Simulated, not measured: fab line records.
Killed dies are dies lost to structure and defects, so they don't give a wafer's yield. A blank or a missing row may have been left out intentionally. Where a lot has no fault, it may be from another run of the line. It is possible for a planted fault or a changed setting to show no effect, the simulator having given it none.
Chamber matching    flow gf180mcu    GF_V3_CMP_04 on cmp-01 has 4 sister chambers
The step polishes SiO2. 8 wafers are shown with their chamber, then 8 later ones without.

## WAFERS, EACH WITH ITS CHAMBER
wafer   chamber  motor_current_A (A)  time_to_endpoint_s (s)
L304.1  3        10.9                 87
L308.1  2        12.8                 79
L308.5  2        12.2                 85
L308.6  1        11.6                 88
L312.2  0        10.6                 81
L312.4  1        11.7                 85
L312.5  3        10.7                 90
L313.1  0        10.8                 82

## WAFERS WITHOUT THEIR CHAMBER
wafer   motor_current_A (A)  time_to_endpoint_s (s)
L313.2  10.9                 76
L313.3  11.2                 77
L315.1  11.4                 80
L315.2  10.4                 82
L315.3  12.1                 80
L314.1  11.4                 72
L314.2  10.8                 82
L314.6  11.3                 82

## THE CHAMBER EACH PASSED THROUGH
wafer    from the rows above            in truth
L313.2   0                              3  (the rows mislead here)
L313.3   can't be placed: 0 or 1 or 3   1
L315.1   can't be placed: 1 or 0 or 3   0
L315.2   can't be placed: 0 or 3        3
L315.3   can't be placed: 2 or 1        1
L314.1   can't be placed: 0 or 1 or 2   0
L314.2   0                              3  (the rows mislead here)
L314.6   can't be placed: 1 or 0 or 3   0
Placed correctly: 0 of 8. Not placeable from these rows: 6 (in 6, the candidates include the true chamber). Wrongly placed: 2.
How it was worked out, from the rows above alone: a wafer's distance from a chamber is the root of the sum, over the readings, of the square of ((its reading less the chamber's mean) divided by the reading's scatter). If the next closest chamber is less than 2 further off than the closest, the wafer can't be placed; otherwise it belongs to the closest. For every chamber, the mean is computed from those of its wafers that are shown. How the scatter is found: for the shown wafers, subtract from each reading the mean of its chamber, square and add these, divide the total by (wafers less chambers), then take the root.
